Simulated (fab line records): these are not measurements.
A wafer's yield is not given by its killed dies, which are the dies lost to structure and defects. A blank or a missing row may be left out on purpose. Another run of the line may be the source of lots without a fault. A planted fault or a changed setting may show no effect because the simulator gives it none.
Comparing a struck lot with a sound one | flow gf180mcu | 37 steps out of a route of 602
Sound: the wafers L776.1, L776.2, L776.5. Struck: wafer L781.2 (L781.1, L781.3, from the same lot, were not struck and are left out); the cause is given at the end.
For every step that has rows: the tool of each side, followed by ch and its chambers, followed by its first start. Under that, the readings that differ: sound wafers | struck wafers | difference of the means | sigmas: that difference in standard deviations of wafers without a fault.
alike: readings with means less than 2 such deviations apart, plus words and numbers identical on both sides. not compared: withheld readings, readings lacking a value on some wafer, bounds such as >300 that could conceal the same value, and numbers that have no deviation in the record and whose values overlap.
Wherever a step has rows on one side only, a row that says differs or no value, or a row with sigmas, the two part there. When numbers do not overlap yet have no deviation, they are printed without sigmas and do not part them. Lack of a reading on every wafer of one side parts them only where that side has two or more wafers.

first, 1 step without rows for these wafers: GF_M5_DEVELOP_06 (develop time 60 s).
GF_M5_CD_MEAS_07: the cd target is 280 nm.
  sound on cdSem-02, day 29 01:18; struck on cdSem-01, day 30 03:59
  alike: cdNm
GF_M5_OVL_MEAS_08:
  sound on overlay-01, day 29 01:25; struck on overlay-02, day 30 04:07
  alike: M5_OVL
GF_M5_ETCH_09: etches Si3N4 in CF4/O2, target depth 52 nm, time 11.6 s.
  sound on rieDiel-02 ch 2,3, day 29 01:28; struck on rieDiel-04 ch 2, day 30 04:08
  alike: cf4FlowSccm, drypumpMotorCurrentA, oesProductAu, throttleValvePct
  not compared: rfHoursCounterH
then, 1 step without rows for these wafers: GF_M5_METAL_ETCH_10 (etches the open film in Cl2/BCl3, stops on SiO2, target depth 627.5 nm, time 104.6 s).
GF_M5_STRIP_11: strips in O2/N2.
  sound on plasmaAsher-03 ch 0,1, day 29 01:42; struck on plasmaAsher-01 ch 0, day 30 04:17
  alike: drypumpMotorCurrentA, heaterPowerW, oesProductAu, stripTimeToEndpointS
  not compared: rfHoursCounterH
then, 3 steps without rows for these wafers: GF_M5_STRIP_12 (strips in post etch residue remover, time 1200 s); GF_M5_CLEAN_13 (cleans in DIW); GF_V5_CVD_00 (deposits SiO2, target thk 300 nm, time 50 s).
GF_V5_THK_MEAS_01:
  sound on filmMetro-01, day 29 02:19; struck on filmMetro-01, day 30 04:52
  alike: V5_CVD_00_THK
GF_V5_CVD_02: deposits SiO2 from TEOS, target thk 1450 nm, time 163.28 s.
  sound on pecvd-03 ch 0,1,2, day 29 02:22; struck on pecvd-02 ch 2, day 30 04:55
  alike: heaterPowerOuterW, heaterPowerW
GF_V5_THK_MEAS_03:
  sound on filmMetro-04, day 29 02:29; struck on filmMetro-02, day 30 05:01
  alike: V5_CVD_02_THK
GF_V5_CMP_04: polishes SiO2.
  sound on cmp-02 ch 0,2, day 29 02:35; struck on cmp-02 ch 2, day 30 05:05
reading                            | sound             | struck | difference | sigmas
model.SiO2_of_V5_CVD_02.thkNm (nm) | 852.2 854.3 851.8 | 1054   | +201       | 
  alike: motorCurrentA
GF_V5_BOW_MEAS_05:
  sound on filmMetro-04, day 29 02:50; struck on filmMetro-02, day 30 05:23
  alike: V5_BOW
then, 8 steps without rows for these wafers: GF_V5_DEHYDRATE_06 (time 60 s); GF_V5_HMDS_07 (prime time 60 s); GF_V5_COAT_08; GF_V5_COAT_09 (resist thk 1000 nm); GF_V5_SOFTBAKE_10 (time 60 s); GF_V5_EXPOSE_11 (exposes mask Via5, target cd 260 nm); GF_V5_PEB_12 (peb time 90 s); GF_V5_DEVELOP_13 (develop time 57.1 s).
GF_V5_CD_MEAS_14: the cd target is 260 nm.
  sound on cdSem-01, day 29 21:32; struck on cdSem-01, day 30 23:31
reading   | sound             | struck | difference | sigmas
cdNm (nm) | 260.0 260.1 260.7 | 257.4  | -2.9       | -3
GF_V5_OVL_MEAS_15:
  sound on overlay-02, day 29 21:40; struck on overlay-02, day 30 23:38
reading     | sound     | struck | difference | sigmas
V5_OVL (nm) | -9 -8 -14 | 6      | +16        | +3
then, 1 step without rows for these wafers: GF_V5_ETCH_16 (etches BARC in N2/H2).
GF_V5_ETCH_17: etches SiO2 in C4F8/O2/Ar, stops on TiN, target depth 855 nm.
  sound on rieDiel-01 ch 1,2; struck on rieDiel-01 ch 3
reading                      | sound             | struck | difference | sigmas
oesProductAu (a.u.)          | 0.859 0.854 0.856 | 0.967  | +0.111     | +24
model.V5.featureDepthNm (nm) | 852.2 854.3 851.8 | 1054   | +201       | 
model.etch.depthNm (nm)      | 852.2 854.3 851.8 | 1054   | +201       | 
then, 4 steps without rows for these wafers: GF_V5_STRIP_18 (strips in O2/N2); GF_V5_STRIP_19 (strips in post etch residue remover, time 1200 s); GF_V5_CLEAN_20 (cleans in DIW); GF_V5_SPUTTER_21 (material Ti, target thk 15 nm, time 80.02 s).
GF_V5_SPUTTER_22: material TiN, target thk 10 nm, time 40 s.
  sound on pvdSputter-02, day 29 22:26; struck on pvdSputter-04, day 31 00:25
  alike: throttleValvePct
then, 1 step without rows for these wafers: GF_V5_CVD_23 (deposits W, target thk 350 nm, time 104.9 s).
GF_V5_RS_MEAS_24: a four-point-probe measurement.
  sound on filmMetro-02, day 29 22:35; struck on filmMetro-01, day 31 00:34
  alike: V5_W_RS
GF_V5_THK_MEAS_25: measures by xrf.
  sound on filmMetro-02, day 29 22:43; struck on filmMetro-01, day 31 00:41
reading       | sound       | struck | difference | sigmas
V5_W_THK (nm) | 340 340 339 | 350    | +10        | +2
GF_V5_CMP_26: polishes, stops on SiO2, t overpolish 15 s, target thk 0 nm.
  sound on cmp-02 ch 0,2,3, day 29 22:49; struck on cmp-02 ch 3, day 31 00:48
reading                            | sound           | struck | difference | sigmas
model.SiO2_of_V5_CVD_02.thkNm (nm) | 848.4 850.5 848 | 1050   | +201       | 
  alike: motorCurrentA
GF_TOP_METAL_SPUTTER_00: material Ti, target thk 37.5 nm, time 150 s.
  sound on pvdSputter-01, day 29 23:04; struck on pvdSputter-03, day 31 01:03
  alike: throttleValvePct
GF_PASSIVATION_PROBE_99:
  sound on prober-01, day 31 14:13; struck on prober-02, day 32 13:44
reading                     | sound             | struck | difference | sigmas
model.etest.via5Chain.rcOhm | 6.999 6.744 6.956 | 9.081  | +2.181     | 

== WHERE THEY PART ==
Last at GF_V5_THK_MEAS_25 as far as this record goes, first at GF_V5_CD_MEAS_14. Later steps at which nothing parts them and some readings are alike: GF_V5_CMP_26, GF_TOP_METAL_SPUTTER_00.

WHY: what the simulator had put in
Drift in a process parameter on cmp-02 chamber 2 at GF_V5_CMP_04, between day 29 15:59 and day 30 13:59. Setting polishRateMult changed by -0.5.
